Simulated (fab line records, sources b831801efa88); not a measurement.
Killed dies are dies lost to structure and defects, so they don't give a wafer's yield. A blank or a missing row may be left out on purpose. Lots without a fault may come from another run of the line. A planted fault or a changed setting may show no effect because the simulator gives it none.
fab line records | flow sky130
record lots=7 wafers=21 last_day=50
route steps=708 shown FIELD_ISO@3 PAD_OPEN@708
lots that met no fault: from a run of the same line without faults
start_h: hours from the record's first day to the start of the lot's first wafer shown | wait_h: hours since the lot's step before | " the same as in the row above | L1.1+2: a row that stands for several wafers | - no value, or no start given | * or withheld: withheld | < > ~ a bound
route shown NAME@n: a module of which the file shows steps, and the number in the route of the first | usual: mean/standard deviation of fault-free wafers | same: alike in all rows | chamber/n: place in a boat | sites: the reading at each site | _std_site: their standard deviation | _edge_site: outer sites' mean less inner sites' | radius_mm: how far each site lies from the wafer's centre | mask NAME#n: copy n | behind: the tool/chamber that last shaped the wafer | hold: why the lot was held/for how many hours/how that ended | device: the transistor (n, p or np) that didn't switch | end of line: the same wafers' tests at the end of the route | a step without rows: its recipe alone | killed: dies lost to structure and defects at the first sort, not the wafer's yield | map: a wafer's dies, x killed, . not, _ none there
set.NAME: the setting as run; set.NAME@STEP: as run at that earlier step | model.NAME: the simulator's own value behind a step, which no gauge read
lots at some steps of the route; a table a step, a row a wafer
services: from which hour (start_h, from the record's first day; less than 0 if before it) a tool's chamber was out of use, for how many hours, and why
## steps
# step SKY_FIELD_ISO_THK_MEAS_02
# recipe reads=SiO2_of_FIELD_ISO_OXIDATION_01
# usual FIELD_ISO_OXIDATION_00_THK=11.92/0.24
# columns lot.wafer tool chamber start_h wait_h FIELD_ISO_OXIDATION_00_THK[nm]
L211.1 film_metro-01 - 16.63 0.0 11.84
L211.2 " - " " 11.98
L211.5 " - " " 11.85
L216.1 film_metro-04 - 41.66 0.0 12.23
L216.4 " - " " 12.45
L216.5 " - " " 12.30
L218.1 film_metro-03 - 52.92 0.0 11.66
L218.4 " - " " 11.45
L218.6 " - " " 11.68
L219.1 film_metro-04 - 56.63 0.0 11.64
L219.3 " - " " 11.57
L219.6 " - " " 11.85
L227.2 film_metro-04 - 97.18 0.0 11.92
L227.5 " - " " 11.82
L227.6 " - " " 11.86
L230.1 film_metro-01 - 113.83 0.0 11.76
L230.2 " - " " 11.81
L230.3 " - " " 11.81
L233.1 film_metro-01 - 127.26 0.0 11.83
L233.4 " - " " 11.65
L233.6 " - " " 11.49
# step SKY_FIELD_ISO_CVD_03
# recipe material=Si3N4 precursor=DCS/NH3 target_thk_nm=165 temp_c=770 time_s=2830 pressure_mtorr=250
# step SKY_FIELD_ISO_THK_MEAS_04
# recipe reads=Si3N4_of_FIELD_ISO_CVD_03
# usual FIELD_ISO_CVD_03_THK=166.3/1.4
# columns lot.wafer tool chamber start_h wait_h FIELD_ISO_CVD_03_THK[nm]
L211.1 film_metro-03 - 18.99 0.0 165.1
L211.2 " - " " 164.5
L211.5 " - " " 163.8
L216.1 film_metro-04 - 43.51 0.0 168.2
L216.4 " - " " 167.5
L216.5 " - " " 167.0
L218.1 film_metro-04 - 57.39 0.0 167.7
L218.4 " - " " 169.5
L218.6 " - " " 166.4
L219.1 film_metro-03 - 60.39 0.0 165.8
L219.3 " - " " 165.2
L219.6 " - " " 163.9
L227.2 film_metro-04 - 101.70 0.0 168.2
L227.5 " - " " 167.1
L227.6 " - " " 166.6
L230.1 film_metro-04 - 116.98 0.0 166.1
L230.2 " - " " 164.5
L230.3 " - " " 164.0
L233.1 film_metro-04 - 129.10 0.0 166.5
L233.4 " - " " 167.2
L233.6 " - " " 167.3
# step SKY_FIELD_ISO_DEHYDRATE_05
# recipe temp_c=200 time_s=60
# step SKY_FIELD_ISO_HMDS_06
# recipe prime_time_s=60 prime_temp_c=120
# step SKY_FIELD_ISO_COAT_07
# recipe resist=BARC temp_c=withheld time_s=withheld spin_rpm=3000 resist_thk_nm=60
# step SKY_FIELD_ISO_COAT_08
# recipe resist=KrF-thick spin_rpm=3000 resist_thk_nm=450
# step SKY_FIELD_ISO_SOFTBAKE_09
# recipe temp_c=100 time_s=90 resist=KrF-thick
# step SKY_FIELD_ISO_EXPOSE_10
# recipe mask_id=FOM na=0.68 source_shape=annular sigma_inner=0.4 sigma_outer=0.8 target_cd_nm=150 dose_mj=28
# step SKY_FIELD_ISO_PEB_11
# recipe peb_temp_c=withheld peb_time_s=withheld resist=KrF-thick
# step SKY_FIELD_ISO_DEVELOP_12
# recipe develop_time_s=60 resist=KrF-thick dev_temp_c=21
# step SKY_FIELD_ISO_CD_MEAS_13
# recipe target_cd_nm=150
# usual cd_nm=149.8/1.3
# columns lot.wafer tool chamber start_h wait_h cd_nm
L211.1 cd_sem-02 - 33.69 - 151.7
L211.2 " - " " 149.5
L211.5 " - " " 150.6
L216.1 cd_sem-01 - 59.74 - 149.5
L216.4 " - " " 148.4
L216.5 " - " " 149.3
L218.1 cd_sem-01 - 73.22 - 150.0
L218.4 " - " " 150.0
L218.6 " - " " 151.0
L219.1 cd_sem-01 - 76.59 - 149.8
L219.3 " - " " 150.2
L219.6 " - " " 149.6
L227.2 cd_sem-01 - 119.51 - 150.5
L227.5 " - " " 150.3
L227.6 " - " " 149.2
L230.1 cd_sem-01 - 135.46 - 148.6
L230.2 " - " " 148.5
L230.3 " - " " 147.5
L233.1 cd_sem-02 - 148.27 - 149.6
L233.4 " - " " 149.8
L233.6 " - " " 150.2
# step SKY_FIELD_ISO_ETCH_14
# recipe chemistry=N2/H2 target=BARC ion_energy_ev=200 source_w=500 bias_w=100 pressure_mtorr=30 n2_flow_sccm=100 h2_flow_sccm=200 stop_on=SiO2 time_s=45.9 target_depth_a=600
# usual drypump_motor_current_A=5.9/0.49 n2_flow_sccm=100.0/0.31 oes_product_au=0.855/0.0042 rf_fwd_power_W=495.3/2.1 throttle_valve_pct=13.224/0.0082
# columns lot.wafer tool chamber start_h wait_h drypump_motor_current_A n2_flow_sccm oes_product_au rf_fwd_power_W rf_hours_counter_h throttle_valve_pct model.KrF-thick_of_FIELD_ISO_COAT_08.thk_nm
L211.1 rie_diel-03 2 33.81 0.1 6.6 100.1 0.856 491.4 7 13.225 393.7
L211.2 " 1 " " 5.8 99.9 0.842 496.4 5 13.223 394.2
L211.5 " 0 " " 5.8 99.8 0.852 498.7 - 13.199 393.7
L216.1 rie_diel-03 0 59.86 0.1 5.9 100.0 0.853 418.2 89 13.238 398.7
L216.4 " 2 " " 6.6 100.1 0.856 414.2 - 13.230 401.2
L216.5 " 1 " " 5.8 99.7 0.847 417.4 - 13.206 400.9
L218.1 rie_diel-03 1 73.34 0.1 5.8 100.2 0.849 418.2 6 13.228 399.7
L218.4 " 0 " " 5.8 100.1 0.861 416.7 - 13.220 400.5
L218.6 " 1 " " 5.8 100.0 0.863 417.3 - 13.225 399.8
L219.1 rie_diel-03 0 76.71 0.1 5.8 100.0 0.849 419.0 89 13.232 399.2
L219.3 " 1 " " 5.8 100.8 0.858 414.2 6 13.237 400.1
L219.6 " 2 " " 6.6 99.8 0.857 412.5 - 13.218 398.5
L227.2 rie_diel-04 1 119.61 0.1 6.1 99.9 0.852 498.0 6 13.224 395.3
L227.5 " 0 " " 5.6 100.0 0.860 495.7 - 13.239 395.1
L227.6 " 3 " " 6.2 100.2 0.859 498.1 - 13.219 395.8
L230.1 rie_diel-01 2 135.58 0.1 6.5 99.6 0.852 495.3 8 13.236 392.7
L230.2 " 3 " " 5.5 100.0 0.851 499.4 3 13.225 393.1
L230.3 " 1 " " 6.2 99.4 0.852 496.6 82 13.238 393.5
L233.1 rie_diel-04 3 148.39 0.1 6.2 100.1 0.856 497.0 8 13.231 394.3
L233.4 " 2 " " 6.7 99.5 0.851 494.7 78 13.227 396.5
L233.6 " 2 " " 6.7 99.5 0.855 494.5 - 13.227 393.5
# step SKY_FIELD_ISO_ETCH_15
# recipe chemistry=CHF3/O2 target_depth_nm=180 stop_on=Si source_w=600 bias_w=200 pressure_mtorr=40 chf3_flow_sccm=50 O2_flow_sccm=5 time_s=72
# usual O2_flow_sccm=5.002/0.015 chf3_flow_sccm=49.99/0.15 drypump_motor_current_A=5.9/0.49 oes_product_au=0.951/0.006 rf_fwd_power_W=595.6/2.6 throttle_valve_pct=8.844/0.0085
# columns lot.wafer tool chamber start_h wait_h O2_flow_sccm chf3_flow_sccm drypump_motor_current_A oes_product_au rf_fwd_power_W rf_hours_counter_h throttle_valve_pct model.KrF-thick_of_FIELD_ISO_COAT_08.thk_nm
L211.1 rie_diel-03 2 33.85 0.0 4.992 50.00 6.6 0.943 593.5 7 8.853 239
L211.2 " 1 " " 4.988 50.10 5.8 0.942 598.4 5 8.843 237.3
L211.5 " 0 " " 5.001 49.89 5.9 0.947 595.9 - 8.848 237.1
L216.1 rie_diel-03 0 59.90 0.0 5.018 50.00 5.8 0.965 601.1 89 8.847 242.4
L216.4 " 2 " " 5.024 49.99 6.6 0.950 591.7 - 8.834 245.8
L216.5 " 1 " " 5.008 50.03 5.8 0.955 599.4 - 8.825 244.3
L218.1 rie_diel-03 1 73.38 0.0 4.976 50.08 5.8 0.948 599.5 6 8.833 244.6
L218.4 " 0 " " 5.018 50.06 5.8 0.965 596.9 - 8.835 243.2
L218.6 " 1 " " 4.979 49.80 5.8 0.951 599.2 - 8.851 244
L219.1 rie_diel-03 0 76.75 0.0 4.985 49.96 5.8 0.947 598.0 89 8.847 242.5
L219.3 " 1 " " 5.007 49.95 5.8 0.952 593.6 6 8.835 243.4
L219.6 " 2 " " 5.011 50.16 6.6 0.939 591.1 - 8.855 242.7
L227.2 rie_diel-04 1 119.65 0.0 4.986 49.99 6.1 0.952 598.0 6 8.853 237.4
L227.5 " 0 " " 5.008 49.96 5.6 0.954 590.2 - 8.852 238
L227.6 " 3 " " 5.009 49.90 6.2 0.956 599.1 - 8.843 238.2
L230.1 rie_diel-01 2 135.62 0.0 4.975 50.16 6.5 0.955 595.1 8 8.845 234.5
L230.2 " 3 " " 4.998 49.96 5.5 0.943 596.3 3 8.820 234.7
L230.3 " 1 " " 4.988 50.02 6.2 0.941 592.5 82 8.852 236.3
L233.1 rie_diel-04 3 148.43 0.0 4.961 49.97 6.2 0.953 597.7 8 8.843 239
L233.4 " 2 " " 5.015 49.92 6.7 0.954 595.9 78 8.847 237.8
L233.6 " 2 " " 5.003 50.30 6.7 0.951 594.8 - 8.836 235.8
# step SKY_FIELD_ISO_STRIP_16
# recipe chemistry=O2/N2 power_w=1400 pressure_mtorr=1500 platen_temp_c=withheld o2_flow_sccm=3000 n2_flow_sccm=300 overash_fraction=0.5
# usual drypump_motor_current_A=6.2/0.35 n2_flow_sccm=300.1/0.88 oes_product_au=0.378/0.0051 strip_time_to_endpoint_s=3.557/0.023
# same overash_fraction=0.5
# columns lot.wafer tool chamber start_h wait_h drypump_motor_current_A n2_flow_sccm oes_product_au rf_hours_counter_h strip_time_to_endpoint_s
L211.1 plasma_asher-03 1 33.91 0.0 6.4 299.1 0.380 30 3.591
L211.2 " 0 " " 5.9 300.1 0.375 30 3.548
L211.5 " 0 " " 5.9 300.0 0.387 - 3.552
L216.1 plasma_asher-02 0 59.96 0.0 6.6 301.3 0.383 39 3.618
L216.4 " 0 " " 6.6 298.9 0.385 - 3.647
L216.5 " 0 " " 6.6 300.6 0.386 - 3.654
L218.1 plasma_asher-03 0 73.44 0.0 6.0 299.9 0.386 34 3.633
L218.4 " 0 " " 5.9 300.7 0.376 - 3.622
L218.6 " 0 " " 5.9 301.7 0.380 - 3.635
L219.1 plasma_asher-03 1 76.81 0.0 6.4 301.0 0.378 35 3.603
L219.3 " 1 " " 6.4 299.7 0.374 - 3.613
L219.6 " 1 " " 6.4 299.7 0.371 - 3.624
L227.2 plasma_asher-02 0 119.71 0.0 6.6 300.3 0.378 45 3.550
L227.5 " 1 " " 6.4 301.2 0.371 - 3.565
L227.6 " 0 " " 6.6 301.3 0.379 - 3.569
L230.1 plasma_asher-02 1 135.68 0.0 6.5 298.8 0.375 47 3.531
L230.2 " 0 " " 6.6 298.6 0.371 47 3.522
L230.3 " 1 " " 6.4 299.7 0.377 - 3.543
L233.1 plasma_asher-04 1 148.49 0.0 6.0 300.7 0.377 3 3.578
L233.4 " 1 " " 6.0 300.2 0.390 - 3.562
L233.6 " 1 " " 6.0 299.5 0.384 - 3.533
# step SKY_FIELD_ISO_ETCH_17
# recipe target_depth_a=3420 mask_material=Si3N4 chemistry=HBr/Cl2/O2 target=Si taper_deg=5 icp_w=600 bias_w=150 pressure_mtorr=15 HBr_flow_sccm=150 Cl2_flow_sccm=40 O2_flow_sccm=6 time_s=97.7
# usual O2_flow_sccm=6.001/0.018 drypump_motor_current_A=5.77/0.23 he_backside_leak_sccm=2.68/0.16 oes_product_au=0.998/0.0077 rf_fwd_power_W=596.4/2.4 throttle_valve_pct=25.658/0.011
# columns lot.wafer tool chamber start_h wait_h O2_flow_sccm drypump_motor_current_A he_backside_leak_sccm oes_product_au rf_fwd_power_W rf_hours_counter_h throttle_valve_pct
L211.1 rie_si-02 1 34.01 0.1 6.016 5.77 2.49 1.008 597.1 18 25.658
L211.2 " 0 " " 5.998 5.88 2.81 0.992 597.4 75 25.675
L211.5 " 2 " " 6.018 5.41 2.47 0.999 597.8 - 25.675
L216.1 rie_si-02 2 60.06 0.1 6.016 5.43 2.51 0.991 597.3 75 25.668
L216.4 " 3 " " 5.988 5.43 2.86 0.995 593.9 153 25.663
L216.5 " 0 " " 5.985 5.88 2.64 0.990 593.8 - 25.660
L218.1 rie_si-02 1 73.54 0.1 6.009 5.75 2.41 0.995 595.1 19 25.653
L218.4 " 2 " " 6.000 5.44 2.45 0.992 596.4 - 25.671
L218.6 " 0 " " 5.993 5.91 2.93 0.986 596.6 - 25.650
L219.1 rie_si-01 3 76.91 0.1 5.980 6.14 2.82 1.004 599.1 2 25.677
L219.3 " 1 " " 5.995 5.91 2.50 1.001 599.5 128 25.672
L219.6 " 1 " " 6.007 5.94 2.63 1.003 599.1 - 25.668
L227.2 rie_si-02 2 119.81 0.1 6.017 5.42 2.40 0.994 597.0 75 25.665
L227.5 " 0 " " 6.016 5.89 2.73 0.990 592.1 - 25.651
L227.6 " 3 " " 5.969 5.45 2.64 1.004 591.2 - 25.634
L230.1 rie_si-02 3 135.78 0.1 5.994 5.46 2.68 0.995 594.9 0 25.653
L230.2 " 2 " " 6.000 5.42 2.34 1.004 597.4 75 25.640
L230.3 " 1 " " 6.029 5.74 2.43 1.011 597.5 19 25.647
L233.1 rie_si-02 3 148.59 0.1 6.012 5.44 2.70 0.992 593.9 1 25.671
L233.4 " 2 " " 6.019 5.44 2.44 0.997 595.3 76 25.651
L233.6 " 3 " " 5.984 5.44 2.78 1.007 593.9 - 25.646
# step SKY_PAD_OPEN_PROBE_99
# usual killed_at_M0_to_M3=42/6.9 killed_at_M4_up=3.2/1.7 killed_at_contacts=23/5.5 killed_at_front_end=16/4 killed_at_other=0.4/0.55 killed_dies=85/9.2 killed_open=46/6.8 killed_short=38/6.2
# same gross_dies=492 killed_at_back_side=0
# columns lot.wafer tool chamber start_h wait_h killed_at_M0_to_M3 killed_at_M4_up killed_at_contacts killed_at_front_end killed_at_other killed_dies killed_open killed_short
L216.1 prober-02 - 1113.18 0.1 33 2 20 28 1 84 45 39
L216.4 prober-02 - 1113.33 0.2 45 3 24 22 1 95 53 41
L216.5 prober-02 - 1113.38 0.2 53 3 21 11 0 88 52 36
L227.2 prober-01 - 1171.51 0.1 40 5 36 11 0 92 54 38
L227.5 prober-01 - 1171.66 0.2 38 4 27 15 1 85 48 37
L227.6 prober-01 - 1171.71 0.2 50 2 31 17 1 101 61 40
# killed by level:class
L216.1 VIA1:geometric_particle:open=9 FIELD_ISO:geometric_particle:short=8 POLY_GATE:geometric_particle:open=7 FIELD_ISO:geometric_particle:open=6 CONTACT:geometric_particle:open=6 VIA3:geometric_particle:open=5 LI_CONTACT:geometric_particle:short=4 LI_CONTACT:geometric_particle:open=4
L216.4 VIA1:geometric_particle:open=12 LI_CONTACT:geometric_particle:open=7 CONTACT:geometric_particle:open=7 METAL1:geometric_particle:short=7 FIELD_ISO:geometric_particle:open=6 CONTACT:geometric_particle:short=6 VIA3:geometric_particle:open=6 POLY_GATE:geometric_particle:short=5
L216.5 VIA1:geometric_particle:open=17 CONTACT:geometric_particle:open=8 METAL1:geometric_particle:short=7 METAL2:geometric_particle:short=7 VIA3:geometric_particle:open=6 LI_CONTACT:geometric_particle:open=6 FIELD_ISO:geometric_particle:open=5 VIA2:geometric_particle:open=4
L227.2 VIA1:geometric_particle:open=16 CONTACT:geometric_particle:open=16 CONTACT:geometric_particle:short=10 LI_CONTACT:geometric_particle:open=6 FIELD_ISO:geometric_particle:short=5 VIA2:geometric_particle:open=4 VIA1:geometric_particle:short=4 METAL2:geometric_particle:short=4
L227.5 CONTACT:geometric_particle:open=15 METAL2:geometric_particle:short=8 LI_CONTACT:geometric_particle:open=6 VIA2:geometric_particle:open=6 VIA1:geometric_particle:open=5 VIA1:geometric_particle:short=5 FIELD_ISO:geometric_particle:open=4 POLY_GATE:geometric_particle:open=4
L227.6 VIA1:geometric_particle:open=14 CONTACT:geometric_particle:open=12 LI_CONTACT:geometric_particle:open=11 VIA3:geometric_particle:open=7 METAL1:geometric_particle:short=6 VIA1:geometric_particle:short=6 FIELD_ISO:geometric_particle:short=5 METAL2:geometric_particle:short=5
## services
# columns tool chamber start_h hours kind
rie_si-02 1 35.45 3.1 repair
plasma_asher-03 - 37.40 8.3 repair
plasma_asher-04 - 46.33 1.5 repair
plasma_asher-04 - 48.03 14.6 pm
rie_diel-01 - 55.04 0.3 repair
rie_diel-03 3 59.07 - clean
rie_diel-03 3 59.07 24.1 scheduled_down
rie_diel-03 3 59.07 24.1 vent_cycle
rie_si-02 3 66.03 - clean
rie_si-02 3 66.03 21.3 scheduled_down
rie_si-02 3 66.03 21.3 vent_cycle
rie_diel-03 - 93.15 2.8 pm
plasma_asher-04 - 108.75 9.0 pm
plasma_asher-04 0 108.75 9.0 vent_cycle
plasma_asher-04 1 108.75 9.0 vent_cycle
rie_diel-01 1 110.62 12.5 repair
rie_si-02 2 116.95 2.7 repair
plasma_asher-04 0 117.75 - clean
plasma_asher-04 1 117.75 - clean
rie_si-01 2 121.89 14.8 repair
rie_si-01 3 147.16 7.3 repair
## key
first_sign step=SKY_FIELD_ISO_ETCH_14 reading=rf_fwd_power_W direction=down sigmas=37 usual=495.3 struck=416.4
effect step=SKY_FIELD_ISO_STRIP_16 reading=strip_time_to_endpoint_s direction=up sigmas=3.1 usual=* struck=*
model_effect step=SKY_FIELD_ISO_ETCH_14 value=KrF-thick_of_FIELD_ISO_COAT_08.thk_nm without=393.6 struck=399.9
model_effect step=SKY_FIELD_ISO_ETCH_15 value=KrF-thick_of_FIELD_ISO_COAT_08.thk_nm without=237.4 struck=243.7
met_at SKY_FIELD_ISO_ETCH_14
struck_wafers L216.1,L216.4,L216.5,L218.1,L218.4,L218.6,L219.1,L219.3,L219.6
tester_left_out L216,L218,L219
onset_between 33.81 59.86
fault kind=process_parameter_drift tool=rie_diel-03 chamber=- onset_h=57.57 steps=SKY_FIELD_ISO_ETCH_14 channel=source_w offset=-80 shape=step end_h=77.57 acts_in=these_recipes_only stated=500
# tester_left_out: of these lots the tester's yield and bins aren't shown, on N5 and GAA mostly nor the transistor test; their killed dies are dies lost to structure and defects alone, not to doping, threshold or leakage, so they don't give the yield
